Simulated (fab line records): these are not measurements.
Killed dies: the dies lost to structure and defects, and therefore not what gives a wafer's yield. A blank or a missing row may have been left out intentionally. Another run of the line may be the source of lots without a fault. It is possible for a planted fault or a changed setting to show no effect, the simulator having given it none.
The tool behind it: which one? ; flow sky130 ; Sampling: 6 lots, 18 wafers, 2 of 708 route steps

## WHAT THE GAUGES SHOWED, per wafer
SKY_NWELL_TW_MEAS_26.
lot;measured;on;NWELL_2_TW
L201;day 5 19:25;film-metro-01;497.8 496.2 496.0
L204;day 6 17:14;film-metro-03;499.4 502.2 501.5
L206;day 7 04:22;film-metro-02;500.3 501.7 499.0
L210;day 8 04:50;film-metro-01;501.7 501.6 502.7
L215;day 9 08:05;film-metro-01;390.5 390.5 389.6
L218;day 10 03:26;film-metro-01;392.1 393.1 395.8

## TOOL THAT RAN EACH LOT (tool first, then ch and the chambers of the sampled wafers, then the start)
lot;SKY_NWELL_IMPLANT_24
L201;implanter-02 ch 0, day 5 19:11
L204;implanter-02 ch 0, day 6 16:59
L206;implanter-02 ch 0, day 7 04:07
L210;implanter-01 ch 0, day 8 04:35
L215;implanter-01 ch 0, day 9 07:50
L218;implanter-01 ch 0, day 10 03:11
- SKY_NWELL_IMPLANT_24

## THE ANSWER, worked out from the rows above alone
Rule: the usual values come from the lots themselves. Put in order of their means at a reading, lots are off if they are a third of the lots or fewer, leave a main group of 4 or more, and stand apart from it by a gap of 3 or more times the standard deviation of the main group's means; of several such gaps the widest counts. The tables above print the reading to a certain number of digits; a main group whose means all agree to those digits is not used. A lot without any number at a reading at which 4 lots or more have one is off too. Where the step has rows for the other lots, those lots are counted as sound.
Off: at SKY_NWELL_TW_MEAS_26 (NWELL_2_TW), L215, L218. For the main group the mean is 500.0 and the standard deviation 2.
If a tool, at a process step before that reading, ran all the lots that are off and no sound lot after the first of them, it fits. The gauges at SKY_NWELL_TW_MEAS_26 are tried like those tools. 2 tools fit, implanter-01 at SKY_NWELL_IMPLANT_24 and film-metro-01 at SKY_NWELL_TW_MEAS_26, so this cannot tell which one it is.

## WHAT WAS PUT IN BY THE SIMULATOR
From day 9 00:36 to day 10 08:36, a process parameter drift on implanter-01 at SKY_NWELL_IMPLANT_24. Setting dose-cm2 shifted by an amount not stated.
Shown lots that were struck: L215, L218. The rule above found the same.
